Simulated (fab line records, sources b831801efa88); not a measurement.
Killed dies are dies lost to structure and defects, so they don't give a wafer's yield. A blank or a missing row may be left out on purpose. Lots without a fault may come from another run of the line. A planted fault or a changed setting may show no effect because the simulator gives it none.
A struck lot beside a sound one | flow sky130 | 16 steps out of a route of 708
Sound: wafers L485.1, L485.4, L485.6. Struck: wafers L482.1, L482.2, L482.3. The cause comes at the end.
At each step with rows: each side's tool, then ch and its chambers, then its first start. Under that, the readings that differ: sound wafers | struck wafers | difference of the means | sigmas: that difference in standard deviations of wafers without a fault.
alike: readings whose means differ by less than 2 such deviations, and words and numbers that are the same on both sides. not compared: withheld readings, readings that some wafer has no value for, bounds like >300 that may hide the same value, and numbers for which the record gives no deviation and whose values overlap.
The two part at a step that has a row with sigmas, a row that says differs or no value, or rows on one side only. Numbers that don't overlap but have no deviation are shown without sigmas and don't part them. A reading that every wafer of one side lacks parts them only if that side has two wafers or more.

SKY_LDD_HVN_OVL_MEAS_07:
  sound on overlay-01, day 26 15:40; struck on overlay-01, day 25 15:33
  alike: LDD_HVN_OVL
then, 1 step without rows for these wafers: SKY_LDD_HVN_IMPLANT_08.
SKY_LDD_HVN_STRIP_09: strips in O2/N2.
  sound on plasma_asher-02 ch 0,1, day 26 15:52; struck on plasma_asher-02 ch 0,1, day 25 15:44
  alike: drypump_motor_current_A, oes_product_au, strip_time_to_endpoint_s
  not compared: rf_hours_counter_h
SKY_LDD_HVN_TW_MEAS_10:
  sound on film_metro-02, day 26 15:58; struck on film_metro-02, day 25 15:50
  alike: LDD_HVN_TW
then, 7 steps without rows for these wafers: SKY_LDD_HVP_DEHYDRATE_00 (time 60 s); SKY_LDD_HVP_HMDS_01 (prime time 60 s); SKY_LDD_HVP_COAT_02 (resist thk 300 nm); SKY_LDD_HVP_SOFTBAKE_03 (time 60 s); SKY_LDD_HVP_EXPOSE_04 (exposes mask HVPTM, target cd 700 nm); SKY_LDD_HVP_PEB_05; SKY_LDD_HVP_DEVELOP_06 (develop time 60 s).
SKY_LDD_HVP_OVL_MEAS_07:
  sound on overlay-02, day 27 20:34; struck on overlay-01, day 26 20:58
  alike: LDD_HVP_OVL
SKY_LDD_HVP_IMPLANT_08:
  sound on implanter-01 ch 0, day 27 20:37; struck on implanter-02 ch 0, day 26 21:01
  reading            | sound                            | struck                           | difference  | sigmas
  dose_ions_cm2      | 1.7006e+13 1.6998e+13 1.6977e+13 | 2.4151e+13 2.4148e+13 2.4148e+13 | +7.1553e+12 | +99 or more
  faraday_current_uA | 96.5 96.2 98.7                   | 135.7 135.9 135.4                | +38.5       | +19
SKY_LDD_HVP_STRIP_09: strips in O2/N2.
  sound on plasma_asher-01 ch 0,1, day 27 20:46; struck on plasma_asher-01 ch 0,1, day 26 21:10
  alike: drypump_motor_current_A, oes_product_au, strip_time_to_endpoint_s
  not compared: rf_hours_counter_h
SKY_LDD_HVP_TW_MEAS_10:
  sound on film_metro-04, day 27 20:52; struck on film_metro-02, day 26 21:29
  reading    | sound             | struck            | difference | sigmas
  LDD_HVP_TW | 460.0 460.4 462.4 | 509.0 509.1 507.3 | +47.5      | +21
  not compared: hold
-- the record jumps here: 23 days lie between the struck wafers' starts before and after (it left off in module LDD_HVP and takes up again in module PAD_OPEN, whose first step shown is number 708 of the route) --
SKY_PAD_OPEN_PROBE_99:
  sound on prober-02, day 50 03:56; struck on prober-01, day 49 14:37
  reading                        | sound          | struck         | difference | sigmas
  model.etest.tip_p_5v.rs_ohm_sq | 2852 2848 2833 | 2222 2218 2222 | -624       |
  alike: killed_at_M0_to_M3, killed_at_M4_up, killed_at_contacts, killed_at_front_end, killed_at_other, killed_dies, killed_open, killed_short
  not compared: model.etest.pfet_g5v0d10v5.r_on_ohm_um, model.etest.pfet_g5v0d10v5.drive_ua_um, model.etest.pfet_g5v0d10v5.off_log10_a_um, model.etest.pfet_g5v0d10v5.vt_sat_v

WHERE THEY PART
First at SKY_LDD_HVP_IMPLANT_08; last, within this record, at SKY_LDD_HVP_TW_MEAS_10. Later steps at which nothing parts them and some readings are alike: SKY_PAD_OPEN_PROBE_99.

WHY: what the simulator had put in
Process parameter drift: implanter-02, from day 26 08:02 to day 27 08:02, at SKY_LDD_HVP_IMPLANT_08. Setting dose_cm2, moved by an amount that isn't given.
